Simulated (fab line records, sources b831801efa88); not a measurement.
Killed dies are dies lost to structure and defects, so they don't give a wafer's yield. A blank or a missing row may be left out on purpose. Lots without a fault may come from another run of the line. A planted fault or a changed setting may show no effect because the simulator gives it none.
Chamber matching | flow gf180mcu | GF_V1_ETCH_16 on rie_diel-04: 4 sister chambers
The step etches BARC in N2/H2. 4 wafers are shown with their chamber, then 7 later ones without.

WAFERS WITH THEIR CHAMBER
wafer  | chamber | drypump_motor_current_A (A)
L212.2 | 0       | 5.80
L215.1 | 2       | 5.47
L215.2 | 1       | 5.78
L215.3 | 3       | 5.66

WAFERS WITHOUT THEIR CHAMBER
wafer  | drypump_motor_current_A (A)
L217.1 | 5.49
L217.2 | 5.82
L217.5 | 5.82
L222.1 | 5.77
L222.3 | 5.64
L223.1 | 5.65
L223.6 | 5.84

WHICH CHAMBER EACH WENT THROUGH
wafer  | from the rows above     | in truth
L217.1 | 2                       | 2
L217.2 | can't be placed: 0 or 1 | 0
L217.5 | can't be placed: 0 or 1 | 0
L222.1 | can't be placed: 1 or 0 | 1
L222.3 | 3                       | 3
L223.1 | 3                       | 3
L223.6 | can't be placed: 0 or 1 | 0
Placed correctly: 3 of 7. Can't be placed from these rows: 4 (the true chamber is among the candidates in 4). Placed wrongly: 0.
How it was worked out, from the rows above alone: a wafer's distance from a chamber is the root of the sum, over the readings, of the square of ((its reading less the chamber's mean) divided by the reading's scatter). The wafer belongs to the nearest chamber; if the next one is less than 2 further off, it can't be placed. A chamber's mean is the mean of its shown wafers. The scatter: with one shown wafer a chamber, the root of the mean of the squares of how far each hidden wafer lies from its nearest shown one.
